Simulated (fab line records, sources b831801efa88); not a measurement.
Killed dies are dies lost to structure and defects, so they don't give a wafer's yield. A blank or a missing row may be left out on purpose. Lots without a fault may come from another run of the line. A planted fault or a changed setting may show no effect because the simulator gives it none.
Tool commonality check | flow gf180mcu | 12 lots, 42 wafers sampled

WHY IT WAS OPENED
At GF_M3_OVL_MEAS_15 the reading M3_OVL is flagged on 2 of 12 lots. Wafers without a fault read -4 nm, standard deviation 6.4.
Rule: a lot is flagged when every wafer of it that has a number lies more than 4 standard deviations from that mean, or none has a number. The other lots count as sound.

lot  | measured     | on         | M3_OVL (nm), wafer by wafer | flag
L874 | day 21 14:44 | overlay-01 | 0 -5 -5                     |
L875 | day 22 00:19 | overlay-01 | 0 3 -13                     |
L876 | day 22 13:19 | overlay-02 | -4 -9 4                     |
L880 | day 23 17:07 | overlay-02 | -10 0 -3                    |
L886 | day 25 17:34 | overlay-02 | 37 32 37 49 39 45           | FLAGGED
L888 | day 26 06:43 | overlay-01 | -8 -10 -23                  |
L890 | day 26 16:44 | overlay-02 | 39 31 34 46 38 46           | FLAGGED
L891 | day 27 03:07 | overlay-01 | -21 -10 1                   |
L893 | day 27 16:25 | overlay-02 | -7 -9 4                     |
L894 | day 27 21:40 | overlay-01 | 7 4 0                       |
L896 | day 28 17:22 | overlay-02 | 1 -2 1                      |
L897 | day 28 21:59 | overlay-02 | -5 -1 -8                    |
The numbers of the flagged lots are 39 nm on average: +43 nm against the usual, or +7 standard deviations.

WHICH TOOL RAN EACH LOT
The record holds 3 process steps before the reading, out of a route of 602 steps. In each cell: the tool, then ch and the chambers that the sampled wafers went through, then the start.
lot  | flag    | GF_V2_SPUTTER_22             | GF_V2_CVD_23                  | GF_M3_EXPOSE_11
L874 |         | pvd_sputter-03, day 20 13:20 | cvd_w-02 ch 0,1, day 20 13:22 | krf_scanner-02 ch 0, day 21 02:37
L875 |         | pvd_sputter-02, day 20 23:31 | cvd_w-01 ch 1, day 20 23:34   | krf_scanner-01 ch 0, day 21 12:28
L876 |         | pvd_sputter-02, day 21 12:35 | cvd_w-02 ch 0,1, day 21 12:37 | krf_scanner-02 ch 0, day 22 01:52
L880 |         | pvd_sputter-03, day 22 17:20 | cvd_w-01 ch 0,1, day 22 17:22 | krf_scanner-02 ch 0, day 23 05:51
L886 | FLAGGED | pvd_sputter-04, day 24 18:38 | cvd_w-01 ch 0,1, day 24 18:40 | krf_scanner-02 ch 0, day 25 06:47
L888 |         | pvd_sputter-04, day 25 08:31 | cvd_w-02 ch 0,1, day 25 08:33 | krf_scanner-01 ch 0, day 25 20:04
L890 | FLAGGED | pvd_sputter-02, day 25 18:41 | cvd_w-01 ch 0,1, day 25 18:45 | krf_scanner-02 ch 0, day 26 06:27
L891 |         | pvd_sputter-04, day 26 05:29 | cvd_w-02 ch 0,1, day 26 05:31 | krf_scanner-01 ch 0, day 26 16:56
L893 |         | pvd_sputter-03, day 26 19:47 | cvd_w-01 ch 0,1, day 26 19:49 | krf_scanner-01 ch 0, day 27 06:37
L894 |         | pvd_sputter-04, day 27 01:08 | cvd_w-01 ch 0, day 27 01:10   | krf_scanner-01 ch 0, day 27 11:32
L896 |         | pvd_sputter-04, day 27 20:50 | cvd_w-01 ch 0,1, day 27 20:53 | krf_scanner-01 ch 0, day 28 07:50
L897 |         | pvd_sputter-04, day 28 00:53 | cvd_w-01 ch 0,1, day 28 00:58 | krf_scanner-01 ch 0, day 28 11:23
What these steps do:
- GF_V2_SPUTTER_22: material TiN, target thk 10 nm, time 40 s.
- GF_V2_CVD_23: deposits W, target thk 350 nm, time 104.94 s.
- GF_M3_EXPOSE_11: exposes mask Metal3, target cd 280 nm.
- GF_M3_OVL_MEAS_15

FLAGGED OVER TOTAL, TOOL BY TOOL (the gauges that took the reading come last)
step              | tool           | lots run | flagged | share of the flagged lots | sound lots run after its first flagged lot
GF_V2_SPUTTER_22  | pvd_sputter-02 | 3        | 1       | some                      | 0
GF_V2_SPUTTER_22  | pvd_sputter-03 | 3        | 0       | none                      | -
GF_V2_SPUTTER_22  | pvd_sputter-04 | 6        | 1       | some                      | 5 (L888,L891,L894,L896,L897)
GF_V2_CVD_23      | cvd_w-01       | 8        | 2       | all                       | 4 (L893,L894,L896,L897)
GF_V2_CVD_23      | cvd_w-02       | 4        | 0       | none                      | -
GF_M3_EXPOSE_11   | krf_scanner-01 | 7        | 0       | none                      | -
GF_M3_EXPOSE_11   | krf_scanner-02 | 5        | 2       | all                       | 0
GF_M3_OVL_MEAS_15 | overlay-01     | 5        | 0       | none                      | -
GF_M3_OVL_MEAS_15 | overlay-02     | 7        | 2       | all                       | 3 (L893,L896,L897)

WHAT THE TABLE ALLOWS
3 rows of the table ran every flagged lot: cvd_w-01 at GF_V2_CVD_23, krf_scanner-02 at GF_M3_EXPOSE_11, overlay-02 at GF_M3_OVL_MEAS_15.
- cvd_w-01 at GF_V2_CVD_23: 2 of its 8 lots flagged. Sound lots ran on it after the first flagged one (L893, L894, L896, L897), which a lasting fault on the whole tool wouldn't allow.
- krf_scanner-02 at GF_M3_EXPOSE_11: 2 of its 5 lots flagged. Its last sound lot is L880 (day 23 05:51), its first flagged lot L886 (day 25 06:47): a fault that began between those two fits.
- overlay-02 at GF_M3_OVL_MEAS_15: 2 of its 7 lots flagged. Sound lots ran on it after the first flagged one (L893, L896, L897), which a lasting fault on the whole tool wouldn't allow.
One tool is left: krf_scanner-02 at GF_M3_EXPOSE_11.

WHAT THE SIMULATOR HAD PUT IN
Scanner matching overlay: krf_scanner-02, from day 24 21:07 on, at GF_M3_EXPOSE_11. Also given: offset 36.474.
Lots struck among those shown: L886, L890. The rule above found the same.
